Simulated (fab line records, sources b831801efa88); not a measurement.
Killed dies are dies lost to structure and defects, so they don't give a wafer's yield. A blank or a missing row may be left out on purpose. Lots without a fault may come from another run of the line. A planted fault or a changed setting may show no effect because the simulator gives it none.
fab line records | flow sky130
record lots=14 wafers=42 last_day=50
route steps=708 shown POLY_GATE@228 LDD_P@263 LDD_HVN@275 PAD_OPEN@708
lots that met no fault: from a run of the same line without faults
start_h: hours from the record's first day to the start of the lot's first wafer shown | wait_h: hours since the lot's step before | " the same as in the row above | L1.1+2: a row that stands for several wafers | - no value, or no start given | * or withheld: withheld | < > ~ a bound
route shown NAME@n: a module of which the file shows steps, and the number in the route of the first | usual: mean/standard deviation of fault-free wafers | same: alike in all rows | chamber/n: place in a boat | sites: the reading at each site | _std_site: their standard deviation | _edge_site: outer sites' mean less inner sites' | radius_mm: how far each site lies from the wafer's centre | mask NAME#n: copy n | behind: the tool/chamber that last shaped the wafer | hold: why the lot was held/for how many hours/how that ended | device: the transistor (n, p or np) that didn't switch | end of line: the same wafers' tests at the end of the route | a step without rows: its recipe alone | killed: dies lost to structure and defects at the first sort, not the wafer's yield | map: a wafer's dies, x killed, . not, _ none there
set.NAME: the setting as run; set.NAME@STEP: as run at that earlier step | model.NAME: the simulator's own value behind a step, which no gauge read
steps of the route over a sample of lots; a table a step, a row a wafer
services: from which hour (start_h, from the record's first day; less than 0 if before it) a tool's chamber was out of use, for how many hours, and why
## steps
# step SKY_POLY_GATE_OVL_MEAS_14
# usual POLY_GATE_OVL=5/5.2
# columns lot.wafer tool chamber start_h wait_h POLY_GATE_OVL[nm]
L173.2 overlay-02 - 371.19 0.1 3
L173.3 " - " " 7
L173.4 " - " " -1
L174.1 overlay-01 - 384.49 0.1 8
L174.4 " - " " 16
L174.5 " - " " 10
L175.2 overlay-02 - 384.74 0.1 6
L175.3 " - " " -5
L175.6 " - " " 5
L176.1 overlay-01 - 395.05 0.1 3
L176.4 " - " " 6
L176.5 " - " " 4
L177.1 overlay-01 - 403.08 0.1 2
L177.4 " - " " 10
L177.6 " - " " 14
L178.2 overlay-02 - 406.79 0.1 10
L178.4 " - " " 9
L178.6 " - " " 7
L185.1 overlay-02 - 484.55 0.1 10
L185.3 " - " " 9
L185.6 " - " " 14
L186.1 overlay-02 - 493.50 0.1 9
L186.2 " - " " 1
L186.5 " - " " 3
L189.1 overlay-02 - 514.09 0.1 12
L189.2 " - " " 8
L189.5 " - " " 5
L188.2 overlay-02 - 515.64 0.1 7
L188.4 " - " " 6
L188.6 " - " " 6
L192.1 overlay-01 - 552.20 0.1 3
L192.3 " - " " -4
L192.4 " - " " -7
L194.4 overlay-01 - 552.57 0.1 6
L194.5 " - " " 14
L194.6 " - " " 2
L195.1 overlay-01 - 559.05 0.1 4
L195.2 " - " " -4
L195.3 " - " " 4
L196.3 overlay-01 - 563.91 0.1 10
L196.5 " - " " 3
L196.6 " - " " 8
# step SKY_POLY_GATE_THK_MEAS_21
# recipe reads=SiO2_of_POLY_GATE_OXIDATION_20
# usual POLY_GATE_OXIDATION_THK=4.05/0.082
# columns lot.wafer tool chamber start_h wait_h POLY_GATE_OXIDATION_THK[nm]
L173.2 film_metro-02 - 378.33 0.0 4.04
L173.3 " - " " 4.08
L173.4 " - " " 4.03
L174.1 film_metro-01 - 391.96 0.0 4.19
L174.4 " - " " 4.17
L174.5 " - " " 4.09
L175.2 film_metro-02 - 391.97 0.0 4.03
L175.3 " - " " 4.11
L175.6 " - " " 4.13
L176.1 film_metro-02 - 406.00 0.0 4.08
L176.4 " - " " 4.05
L176.5 " - " " 4.00
L177.1 film_metro-03 - 406.01 0.0 4.13
L177.4 " - " " 4.13
L177.6 " - " " 4.09
L178.2 film_metro-03 - 414.18 0.0 4.03
L178.4 " - " " 4.02
L178.6 " - " " 3.97
L185.1 film_metro-03 - 486.22 0.0 3.98
L185.3 " - " " 4.05
L185.6 " - " " 4.15
L186.1 film_metro-02 - 495.17 0.0 3.97
L186.2 " - " " 4.02
L186.5 " - " " 4.00
L189.1 film_metro-03 - 515.89 0.0 3.88
L189.2 " - " " 3.81
L189.5 " - " " 3.85
L188.2 film_metro-01 - 517.31 0.0 4.10
L188.4 " - " " 4.08
L188.6 " - " " 4.05
L192.1 film_metro-01 - 553.87 0.0 3.98
L192.3 " - " " 4.06
L192.4 " - " " 4.00
L194.4 film_metro-02 - 555.15 0.0 4.17
L194.5 " - " " 4.22
L194.6 " - " " 4.12
L195.1 film_metro-01 - 560.72 0.0 4.09
L195.2 " - " " 3.98
L195.3 " - " " 4.02
L196.3 film_metro-02 - 565.62 0.0 4.12
L196.5 " - " " 4.12
L196.6 " - " " 4.07
# step SKY_LDD_P_OVL_MEAS_08
# usual LDD_P_OVL=-0.4/1.2
# columns lot.wafer tool chamber start_h wait_h LDD_P_OVL[nm]
L173.2 overlay-01 - 435.69 0.1 -1.9
L173.3 " - " " -2.1
L173.4 " - " " -2.4
L174.1 overlay-02 - 450.69 0.1 -0.8
L174.4 " - " " -0.5
L174.5 " - " " -0.2
L175.2 overlay-02 - 451.41 0.1 -1.5
L175.3 " - " " -1.6
L175.6 " - " " -1.4
L176.1 overlay-02 - 465.84 0.1 -0.1
L176.4 " - " " -0.2
L176.5 " - " " 1.0
L177.1 overlay-01 - 466.14 0.1 -1.9
L177.4 " - " " -1.9
L177.6 " - " " -2.0
L178.2 overlay-02 - 475.31 0.1 -0.8
L178.4 " - " " -2.7
L178.6 " - " " -1.7
L185.1 overlay-02 - 547.84 0.1 -1.5
L185.3 " - " " -0.1
L185.6 " - " " -2.2
L186.1 overlay-02 - 557.39 0.1 -0.1
L186.2 " - " " 0.9
L186.5 " - " " 1.2
L189.1 overlay-02 - 577.85 0.1 0.2
L189.2 " - " " -1.9
L189.5 " - " " 0.7
L188.2 overlay-02 - 579.06 0.1 -0.3
L188.4 " - " " 0.5
L188.6 " - " " 0.9
L192.1 overlay-01 - 614.09 0.1 0.2
L192.3 " - " " -0.3
L192.4 " - " " -1.6
L194.4 overlay-02 - 615.36 0.1 0.3
L194.5 " - " " 0.3
L194.6 " - " " 0.7
L195.1 overlay-01 - 620.69 0.1 0.0
L195.2 " - " " 0.5
L195.3 " - " " -0.4
L196.3 overlay-02 - 624.59 0.1 0.2
L196.5 " - " " 1.7
L196.6 " - " " -0.4
# step SKY_LDD_HVN_IMPLANT_08
# recipe species=P energy_kev=60 dose_cm2=3e+13 tilt_deg=40
# columns lot.wafer tool chamber start_h wait_h
L173.2+3+4 implanter-02 0 466.54 0.0
L174.1+4+5 implanter-04 0 480.82 0.0
L175.2+3+6 implanter-01 0 482.22 0.0
L176.1+4+5 implanter-01 0 496.67 0.0
L177.1+4+6 implanter-04 0 496.97 0.0
L178.2+4+6 implanter-02 0 506.44 0.0
L185.1+3+6 implanter-01 0 578.85 0.0
L186.1+2+5 implanter-01 0 587.57 0.0
L189.1+2+5 implanter-02 0 607.17 0.0
L188.2+4+6 implanter-02 0 608.39 0.0
L192.1+3+4 implanter-02 0 641.17 0.0
L194.4+5+6 implanter-04 0 642.72 0.1
L195.1+2+3 implanter-01 0 647.85 0.0
L196.3+5+6 implanter-02 0 651.87 0.1
# step SKY_LDD_HVN_TW_MEAS_10
# usual LDD_HVN_TW=1435/11
# columns lot.wafer tool chamber start_h wait_h LDD_HVN_TW
L173.2 film_metro-01 - 466.78 0.1 1421
L173.3 " - " " 1421
L173.4 " - " " 1421
L174.1 film_metro-03 - 481.07 0.1 1445
L174.4 " - " " 1434
L174.5 " - " " 1435
L175.2 film_metro-01 - 482.46 0.1 1410
L175.3 " - " " 1422
L175.6 " - " " 1412
L176.1 film_metro-03 - 496.92 0.1 1436
L176.4 " - " " 1435
L176.5 " - " " 1445
L177.1 film_metro-02 - 497.22 0.1 1433
L177.4 " - " " 1430
L177.6 " - " " 1432
L178.2 film_metro-01 - 506.68 0.1 1425
L178.4 " - " " 1420
L178.6 " - " " 1424
L185.1 film_metro-02 - 579.10 0.1 1430
L185.3 " - " " 1354
L185.6 " - " " 1424
L186.1 film_metro-02 - 587.82 0.1 1435
L186.2 " - " " 1359
L186.5 " - " " 1432
L189.1 film_metro-01 - 607.42 0.1 1450
L189.2 " - " " 1449
L189.5 " - " " 1448
L188.2 film_metro-01 - 608.63 0.1 1448
L188.4 " - " " 1444
L188.6 " - " " 1448
L192.1 film_metro-01 - 641.42 0.1 1454
L192.3 " - " " 1452
L192.4 " - " " 1453
L194.4 film_metro-01 - 642.93 0.1 1446
L194.5 " - " " 1445
L194.6 " - " " 1448
L195.1 film_metro-03 - 648.10 0.1 1418
L195.2 " - " " 1422
L195.3 " - " " 1422
L196.3 film_metro-01 - 652.09 0.1 1459
L196.5 " - " " 1453
L196.6 " - " " 1448
# step SKY_PAD_OPEN_PROBE_99
# usual killed_at_M0_to_M3=43/6.8 killed_at_M4_up=3.3/1.8 killed_at_contacts=25/5.9 killed_at_front_end=16/4.2 killed_at_other=0.3/0.69 killed_dies=87/8.6 killed_open=48/6.3 killed_short=39/5.3
# same gross_dies=492 killed_at_back_side=0
# columns lot.wafer tool chamber start_h wait_h killed_at_M0_to_M3 killed_at_M4_up killed_at_contacts killed_at_front_end killed_at_other killed_dies killed_open killed_short
L178.2 prober-02 - 1102.10 0.1 45 2 23 12 0 82 46 36
L178.4 prober-02 - 1102.20 0.2 53 8 34 9 0 104 59 45
L178.6 prober-02 - 1102.30 0.2 37 2 25 11 1 76 39 36
L186.1 prober-02 - 1154.75 0.1 45 2 12 22 0 81 41 40
L186.2 prober-02 - 1154.80 0.1 46 4 18 22 0 90 47 43
L186.5 prober-02 - 1154.95 0.2 41 8 28 22 0 99 53 46
L188.2 prober-01 - 1170.59 0.1 40 3 36 8 2 89 54 34
L188.4 prober-01 - 1170.69 0.2 35 3 33 11 0 82 46 36
L188.6 prober-01 - 1170.79 0.2 41 3 30 17 0 91 46 45
L192.1 prober-02 - 1188.94 0.1 30 3 27 13 0 73 43 30
L192.3 prober-02 - 1189.04 0.2 39 1 22 15 0 77 40 37
L192.4 prober-02 - 1189.09 0.2 40 7 24 9 1 81 42 39
# killed by level:class
L178.2 VIA1:geometric_particle:open=14 VIA3:geometric_particle:open=9 LI_CONTACT:geometric_particle:open=6 LOCAL_INTERCONNECT:geometric_particle:short=6 CONTACT:geometric_particle:open=6 LI_CONTACT:geometric_particle:short=4 METAL1:geometric_particle:short=4 VIA3:geometric_particle:short=4
L178.4 VIA1:geometric_particle:open=14 LI_CONTACT:geometric_particle:open=11 CONTACT:geometric_particle:open=9 CONTACT:geometric_particle:short=8 VIA2:geometric_particle:open=8 METAL2:geometric_particle:short=6 METAL1:geometric_particle:short=5 VIA1:geometric_particle:short=5
L178.6 CONTACT:geometric_particle:open=10 METAL2:geometric_particle:short=7 LI_CONTACT:geometric_particle:open=6 FIELD_ISO:geometric_particle:open=5 VIA1:geometric_particle:open=5 VIA3:geometric_particle:open=5 LOCAL_INTERCONNECT:geometric_particle:short=4 METAL1:geometric_particle:short=4
L186.1 VIA1:geometric_particle:open=9 VIA1:geometric_particle:short=8 FIELD_ISO:geometric_particle:open=7 FIELD_ISO:geometric_particle:short=7 METAL1:geometric_particle:short=6 CONTACT:geometric_particle:open=5 VIA2:geometric_particle:open=5 VIA3:geometric_particle:open=5
L186.2 VIA1:geometric_particle:open=12 FIELD_ISO:geometric_particle:short=7 CONTACT:geometric_particle:open=7 POLY_GATE:geometric_particle:short=6 VIA1:geometric_particle:short=6 METAL3:geometric_particle:short=6 FIELD_ISO:geometric_particle:open=5 LI_CONTACT:geometric_particle:open=5
L186.5 CONTACT:geometric_particle:open=11 LI_CONTACT:geometric_particle:open=10 POLY_GATE:geometric_particle:short=9 VIA2:geometric_particle:open=8 METAL4:geometric_particle:short=7 VIA1:geometric_particle:open=7 VIA1:geometric_particle:short=6 FIELD_ISO:geometric_particle:open=5
L188.2 LI_CONTACT:geometric_particle:open=11 CONTACT:geometric_particle:open=11 VIA1:geometric_particle:open=10 VIA2:geometric_particle:open=8 VIA3:geometric_particle:open=6 METAL1:geometric_particle:short=5 CONTACT:geometric_particle:short=5 LI_CONTACT:geometric_particle:short=4
L188.4 VIA1:geometric_particle:open=11 CONTACT:geometric_particle:open=11 LI_CONTACT:geometric_particle:open=9 CONTACT:geometric_particle:short=7 METAL1:geometric_particle:short=5 FIELD_ISO:geometric_particle:short=4 VIA3:geometric_particle:open=4 LI_CONTACT:geometric_particle:short=3
L188.6 CONTACT:geometric_particle:open=14 VIA1:geometric_particle:open=11 CONTACT:geometric_particle:short=5 METAL1:geometric_particle:short=5 VIA1:geometric_particle:short=5 METAL2:geometric_particle:short=5 VIA2:geometric_particle:short=5 FIELD_ISO:geometric_particle:short=4
L192.1 CONTACT:geometric_particle:open=12 CONTACT:geometric_particle:short=7 VIA3:geometric_particle:open=6 VIA1:geometric_particle:open=6 LI_CONTACT:geometric_particle:open=5 FIELD_ISO:geometric_particle:open=4 POLY_GATE:geometric_particle:short=4 METAL1:geometric_particle:short=3
L192.3 VIA1:geometric_particle:open=7 CONTACT:geometric_particle:open=7 METAL1:geometric_particle:short=7 VIA2:geometric_particle:open=7 LOCAL_INTERCONNECT:geometric_particle:short=6 FIELD_ISO:geometric_particle:open=5 FIELD_ISO:geometric_particle:short=4 LI_CONTACT:geometric_particle:open=4
L192.4 VIA3:geometric_particle:open=11 CONTACT:geometric_particle:open=8 CONTACT:geometric_particle:short=7 VIA1:geometric_particle:open=7 METAL4:geometric_particle:short=6 VIA1:geometric_particle:short=4 VIA2:geometric_particle:open=4 FIELD_ISO:geometric_particle:short=3
## services
# columns tool chamber start_h hours kind
implanter-02 - 457.51 6.4 repair
implanter-04 - 487.40 7.4 repair
implanter-02 - 488.03 1.3 repair
implanter-01 - 513.69 3.3 repair
implanter-02 - 550.79 0.6 repair
implanter-02 - 624.57 6.4 repair
implanter-01 - 643.64 3.8 pm
implanter-01 - 650.05 12.5 repair
## key
first_sign step=SKY_LDD_HVN_TW_MEAS_10 reading=LDD_HVN_TW direction=down sigmas=6.9 usual=1435 struck=1356
effect none on later readings
met_at SKY_LDD_HVN_IMPLANT_08
struck_lots L185,L186
struck_wafers L185.3,L186.2
tester_left_out L185,L186
not_acting_at SKY_POLY_GATE_OVL_MEAS_14,SKY_POLY_GATE_THK_MEAS_21,SKY_LDD_P_OVL_MEAS_08
onset_between 496.67 578.85
fault kind=process_parameter_drift tool=implanter-01 chamber=- onset_h=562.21 steps=SKY_LDD_HVN_IMPLANT_08 channel=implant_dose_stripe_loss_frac offset=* shape=step end_h=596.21 scope=struck_wafers_only
# tester_left_out: of these lots the tester's yield and bins aren't shown, on N5 and GAA mostly nor the transistor test; their killed dies are dies lost to structure and defects alone, not to doping, threshold or leakage, so they don't give the yield
